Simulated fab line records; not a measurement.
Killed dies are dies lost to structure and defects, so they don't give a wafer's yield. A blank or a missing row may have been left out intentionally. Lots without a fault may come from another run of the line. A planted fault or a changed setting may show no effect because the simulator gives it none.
What tool caused it? | flow gf180mcu | 24 lots, 72 wafers sampled, at 6 steps of a route of 602

## WHAT THE GAUGES READ, wafer by wafer
GF_M4_CD_MEAS_14: target cd 280 nm.
lot  | measured     | on        | cd nm (nm)
L074 | day 23 06:33 | cd sem-01 | 280.2 280.4 280.9
L075 | day 23 19:17 | cd sem-01 | 278.6 279.4 278.2
L076 | day 23 22:16 | cd sem-02 | 281.5 282.0 282.7
L077 | day 24 14:21 | cd sem-01 | 281.9 281.3 282.1
L078 | day 25 02:04 | cd sem-01 | 279.4 280.2 279.6
L079 | day 25 03:37 | cd sem-01 | 280.8 279.8 279.9
L080 | day 25 21:19 | cd sem-01 | 279.9 279.3 281.6
L081 | day 25 21:36 | cd sem-02 | 280.4 280.2 279.7
L082 | day 26 04:43 | cd sem-01 | 280.7 279.9 280.5
L083 | day 26 15:06 | cd sem-01 | 279.5 279.5 279.5
L084 | day 27 00:15 | cd sem-01 | 278.9 279.3 278.6
L085 | day 27 04:26 | cd sem-01 | 280.6 281.4 281.6
L086 | day 27 14:00 | cd sem-02 | 279.5 281.1 280.3
L087 | day 27 17:43 | cd sem-02 | 281.2 280.8 280.0
L088 | day 28 04:13 | cd sem-01 | 279.5 279.5 279.8
L089 | day 28 13:56 | cd sem-02 | 280.4 280.1 281.1
L090 | day 29 00:26 | cd sem-01 | 279.1 278.2 278.3
L091 | day 29 01:06 | cd sem-01 | 278.6 279.0 279.3
L092 | day 29 05:46 | cd sem-02 | 280.8 278.8 281.2
L093 | day 29 16:14 | cd sem-01 | 280.0 280.4 280.4
L094 | day 29 21:28 | cd sem-01 | 279.4 279.8 280.7
L095 | day 30 01:33 | cd sem-01 | 279.3 278.6 278.7
L096 | day 30 06:38 | cd sem-01 | 281.3 280.0 280.6
L097 | day 30 15:28 | cd sem-01 | 279.9 280.8 280.1

GF_V4_THK_MEAS_25: measures by xrf.
lot  | measured     | on            | V4_W_THK (nm)
L074 | day 24 07:30 | film metro-02 | 328 327 326
L075 | day 24 20:30 | film metro-02 | 340 334 336
L076 | day 24 22:54 | film metro-02 | 337 334 341
L077 | day 25 14:50 | film metro-02 | 341 328 335
L078 | day 26 01:55 | film metro-01 | 329 336 338
L079 | day 26 03:11 | film metro-02 | 336 325 336
L080 | day 26 20:57 | film metro-04 | 323 327 325
L081 | day 26 21:25 | film metro-01 | 321 325 335
L082 | day 27 03:47 | film metro-04 | 330 328 327
L083 | day 27 15:20 | film metro-02 | 322 322 320
L084 | day 27 22:25 | film metro-02 | 318 319 318
L085 | day 28 02:57 | film metro-04 | 325 329 327
L086 | day 28 11:42 | film metro-04 | 335 344 336
L087 | day 28 16:01 | film metro-01 | 323 326 318
L088 | day 29 01:55 | film metro-02 | 322 322 319
L089 | day 29 11:49 | film metro-04 | 341 338 329
L090 | day 29 21:37 | film metro-01 | 345 332 334
L091 | day 29 21:42 | film metro-02 | 324 324 322
L092 | day 30 03:17 | film metro-04 | 334 342 333
L093 | day 30 12:55 | film metro-01 | 318 321 318
L094 | day 30 17:55 | film metro-04 | 327 325 329
L095 | day 30 22:26 | film metro-02 | 317 322 313
L096 | day 31 03:21 | film metro-04 | 329 326 335
L097 | day 31 11:53 | film metro-04 | 321 321 323

GF_TOP_METAL_THK_MEAS_06: measures by xrf.
lot  | measured     | on            | TOP_METAL_ALCU_THK (nm)
L074 | day 27 02:30 | film metro-02 | 878 876 889
L075 | day 27 15:44 | film metro-03 | 880 871 876
L076 | day 27 17:01 | film metro-02 | 890 915 891
L077 | day 28 08:31 | film metro-04 | 900 895 895
L078 | day 28 18:23 | film metro-02 | 903 904 905
L079 | day 28 19:16 | film metro-03 | 884 896 893
L080 | day 29 13:17 | film metro-04 | 900 901 893
L081 | day 29 11:32 | film metro-04 | 911 909 893
L082 | day 29 18:16 | film metro-03 | 900 891 892
L083 | day 30 04:29 | film metro-02 | 872 879 889
L084 | day 30 10:32 | film metro-03 | 892 889 889
L085 | day 30 16:37 | film metro-03 | 897 881 881
L086 | day 30 23:41 | film metro-04 | 898 898 894
L087 | day 31 04:05 | film metro-03 | 881 908 891
L088 | day 31 13:19 | film metro-04 | 902 891 919
L089 | day 31 22:13 | film metro-04 | 870 877 890
L090 | day 32 06:52 | film metro-04 | 890 890 888
L091 | day 32 08:50 | film metro-03 | 876 882 886
L092 | day 32 11:25 | film metro-04 | 892 891 886
L093 | day 32 20:24 | film metro-02 | 892 900 886
L094 | day 33 00:29 | film metro-04 | 877 878 890
L095 | day 33 05:46 | film metro-03 | 877 900 876
L096 | day 33 10:18 | film metro-03 | 867 866 882
L097 | day 33 16:39 | film metro-03 | 887 898 895

## TOOL THAT RAN EACH LOT (tool first, then ch and the chambers of the sampled wafers, then the start)
lot  | GF_V4_CVD_23                  | GF_V5_ETCH_17                                 | GF_V5_SPUTTER_22
L074 | cvd w-01 ch 0,1, day 24 07:16 | rie diel-02 ch 0,1,2, day 27 01:32 or earlier | pvd sputter-03, day 27 01:32
L075 | cvd w-02 ch 1, day 24 20:13   | rie diel-04 ch 0,1,2, day 27 14:45 or earlier | pvd sputter-04, day 27 14:45
L076 | cvd w-02 ch 1, day 24 22:35   | rie diel-02 ch 0,1, day 27 16:02 or earlier   | pvd sputter-04, day 27 16:02
L077 | cvd w-02 ch 0,1, day 25 14:36 | rie diel-04 ch 0,1,2, day 28 07:33 or earlier | pvd sputter-03, day 28 07:33
L078 | cvd w-02 ch 0,1, day 26 01:41 | rie diel-04 ch 0,2,3, day 28 17:25 or earlier | pvd sputter-04, day 28 17:25
L079 | cvd w-02 ch 0,1, day 26 02:57 | rie diel-04 ch 0,1,3, day 28 18:18 or earlier | pvd sputter-02, day 28 18:18
L080 | cvd w-01 ch 0,1, day 26 20:43 | rie diel-04 ch 2,3, day 29 12:12 or earlier   | pvd sputter-02, day 29 12:12
L081 | cvd w-02 ch 0,1, day 26 21:11 | rie diel-04 ch 0,1,3, day 29 10:34 or earlier | pvd sputter-02, day 29 10:34
L082 | cvd w-02 ch 0, day 27 03:34   | rie diel-02 ch 0,1,2, day 29 17:18 or earlier | pvd sputter-04, day 29 17:18
L083 | cvd w-01 ch 0,1, day 27 15:07 | rie diel-01 ch 1,2,3, day 30 03:31 or earlier | pvd sputter-03, day 30 03:31
L084 | cvd w-01 ch 0,1, day 27 22:11 | rie diel-04 ch 0,1,2, day 30 09:33 or earlier | pvd sputter-02, day 30 09:33
L085 | cvd w-01 ch 0,1, day 28 02:42 | rie diel-02 ch 0,2,3, day 30 15:26 or earlier | pvd sputter-02, day 30 15:26
L086 | cvd w-02 ch 0,1, day 28 11:28 | rie diel-01 ch 0,1,3, day 30 22:41 or earlier | pvd sputter-04, day 30 22:41
L087 | cvd w-01 ch 0,1, day 28 15:47 | rie diel-01 ch 0,1,2, day 31 03:07 or earlier | pvd sputter-03, day 31 03:07
L088 | cvd w-01 ch 0,1, day 29 01:41 | rie diel-02 ch 2,3, day 31 12:21 or earlier   | pvd sputter-02, day 31 12:21
L089 | cvd w-02 ch 0,1, day 29 11:36 | rie diel-04 ch 0,2,3, day 31 21:13 or earlier | pvd sputter-04, day 31 21:13
L090 | cvd w-02 ch 0,1, day 29 21:22 | rie diel-02 ch 2,3, day 32 05:53 or earlier   | pvd sputter-02, day 32 05:53
L091 | cvd w-01 ch 0,1, day 29 21:28 | rie diel-01 ch 1,3, day 32 07:52 or earlier   | pvd sputter-02, day 32 07:52
L092 | cvd w-02 ch 0,1, day 30 03:02 | rie diel-04 ch 0,1,2, day 32 10:24 or earlier | pvd sputter-04, day 32 10:24
L093 | cvd w-01 ch 0,1, day 30 12:41 | rie diel-04 ch 0,1,3, day 32 19:26 or earlier | pvd sputter-02, day 32 19:26
L094 | cvd w-01 ch 0,1, day 30 17:40 | rie diel-01 ch 0,1,3, day 32 23:31 or earlier | pvd sputter-03, day 32 23:31
L095 | cvd w-01 ch 1, day 30 22:11   | rie diel-04 ch 0,1, day 33 04:47 or earlier   | pvd sputter-02, day 33 04:47
L096 | cvd w-02 ch 0,1, day 31 03:07 | rie diel-01 ch 0,2,3, day 33 08:52 or earlier | pvd sputter-02, day 33 08:52
L097 | cvd w-01 ch 0,1, day 31 11:38 | rie diel-01 ch 1,2,3, day 33 15:40 or earlier | pvd sputter-04, day 33 15:40
- GF_V4_CVD_23: deposits W, target thk 350 nm, time 104.9 s.
- GF_V5_ETCH_17: etches SiO2 in C4F8/O2/Ar, stops on TiN, target depth 855 nm.
- GF_V5_SPUTTER_22: material TiN, target thk 10 nm, time 40 s.

## WHAT THE TOOLS THEMSELVES READ (means of the sampled wafers that have a number; where no wafer has one, the mark that the record gives instead)
GF_V4_CVD_23.
lot  | tool     | chamber pressure Torr (Torr) | heater power outer w (W) | heater power w (W)
L074 | cvd w-01 | 39.87                        | 442                      | 731
L075 | cvd w-02 | 40.03                        | 508                      | 805
L076 | cvd w-02 | 40.12                        | 506                      | 807
L077 | cvd w-02 | 39.97                        | 478                      | 816
L078 | cvd w-02 | 40.04                        | 482                      | 804
L079 | cvd w-02 | 40.01                        | 492                      | 792
L080 | cvd w-01 | 40.01                        | 445                      | 732
L081 | cvd w-02 | 40.12                        | 458                      | 807
L082 | cvd w-02 | 40.11                        | 439                      | 811
L083 | cvd w-01 | 40.02                        | 445                      | 742
L084 | cvd w-01 | 39.99                        | 451                      | 741
L085 | cvd w-01 | 40.01                        | 445                      | 733
L086 | cvd w-02 | 39.91                        | 471                      | 803
L087 | cvd w-01 | 40.03                        | 451                      | 740
L088 | cvd w-01 | 39.93                        | 442                      | 739
L089 | cvd w-02 | 40.04                        | 492                      | 803
L090 | cvd w-02 | 39.99                        | 462                      | 806
L091 | cvd w-01 | 39.97                        | 449                      | 750
L092 | cvd w-02 | 40.05                        | 460                      | 806
L093 | cvd w-01 | 39.94                        | 454                      | 773
L094 | cvd w-01 | 40.09                        | 445                      | 746
L095 | cvd w-01 | 39.93                        | 463                      | 776
L096 | cvd w-02 | 40.03                        | 463                      | 822
L097 | cvd w-01 | 40.00                        | 451                      | 738

GF_V5_ETCH_17.
lot  | tool        | chamber pressure mTorr (mTorr) | oes product au (a.u.)
L074 | rie diel-02 | 40.00                          | 0.856
L075 | rie diel-04 | 39.99                          | 0.861
L076 | rie diel-02 | 39.99                          | 0.855
L077 | rie diel-04 | 39.99                          | 0.860
L078 | rie diel-04 | 40.01                          | 0.859
L079 | rie diel-04 | 40.02                          | 0.854
L080 | rie diel-04 | 39.98                          | 0.859
L081 | rie diel-04 | 39.99                          | 0.860
L082 | rie diel-02 | 40.02                          | 0.852
L083 | rie diel-01 | 39.99                          | 0.861
L084 | rie diel-04 | 40.00                          | 0.861
L085 | rie diel-02 | 40.01                          | 0.859
L086 | rie diel-01 | 40.01                          | 0.864
L087 | rie diel-01 | 39.99                          | 0.862
L088 | rie diel-02 | 40.00                          | 0.863
L089 | rie diel-04 | 40.02                          | 0.857
L090 | rie diel-02 | 40.00                          | 0.856
L091 | rie diel-01 | 39.99                          | 0.862
L092 | rie diel-04 | 39.99                          | 0.858
L093 | rie diel-04 | 39.99                          | 0.861
L094 | rie diel-01 | 40.04                          | 0.859
L095 | rie diel-04 | 40.04                          | 0.858
L096 | rie diel-01 | 40.03                          | 0.859
L097 | rie diel-01 | 40.02                          | 0.861

GF_V5_SPUTTER_22.
lot  | tool           | throttle valve pct (%)
L074 | pvd sputter-03 | 30.6
L075 | pvd sputter-04 | 29.7
L076 | pvd sputter-04 | 29.3
L077 | pvd sputter-03 | 30.5
L078 | pvd sputter-04 | 29.7
L079 | pvd sputter-02 | 30.5
L080 | pvd sputter-02 | 31.1
L081 | pvd sputter-02 | 30.2
L082 | pvd sputter-04 | 29.6
L083 | pvd sputter-03 | 30.2
L084 | pvd sputter-02 | 30.4
L085 | pvd sputter-02 | 29.9
L086 | pvd sputter-04 | 29.4
L087 | pvd sputter-03 | 30.8
L088 | pvd sputter-02 | 30.5
L089 | pvd sputter-04 | 29.5
L090 | pvd sputter-02 | 31.3
L091 | pvd sputter-02 | 30.9
L092 | pvd sputter-04 | 29.3
L093 | pvd sputter-02 | 31.1
L094 | pvd sputter-03 | 30.5
L095 | pvd sputter-02 | 29.5
L096 | pvd sputter-02 | 30.2
L097 | pvd sputter-04 | 29.3

## THE ANSWER, worked out from the rows above alone
Rule: usual is defined by the lots themselves. The widest of any qualifying gaps counts: lots, ordered by their means at a reading, are off when they make up no more than a third of the lots, leave a main group of 4 or more, and stand apart from it by 3 or more times the standard deviation of that group's means. Not used: any main group whose means are identical at the precision the tables above print for the reading. Also off: a lot with no number at a reading for which 4 or more lots have one. Where the step has rows for the other lots, those lots are counted as sound. Order of review: gauges by route order, followed by the tools' own readings, for which a lot's mean as printed above is used. The first step at which some lot is off is used, and at that step the reading that is off furthest; a lot without a number counts as furthest.
Nothing can be told from this: no lot is off at any reading shown.

## WHAT THE SIMULATOR HAD INSERTED
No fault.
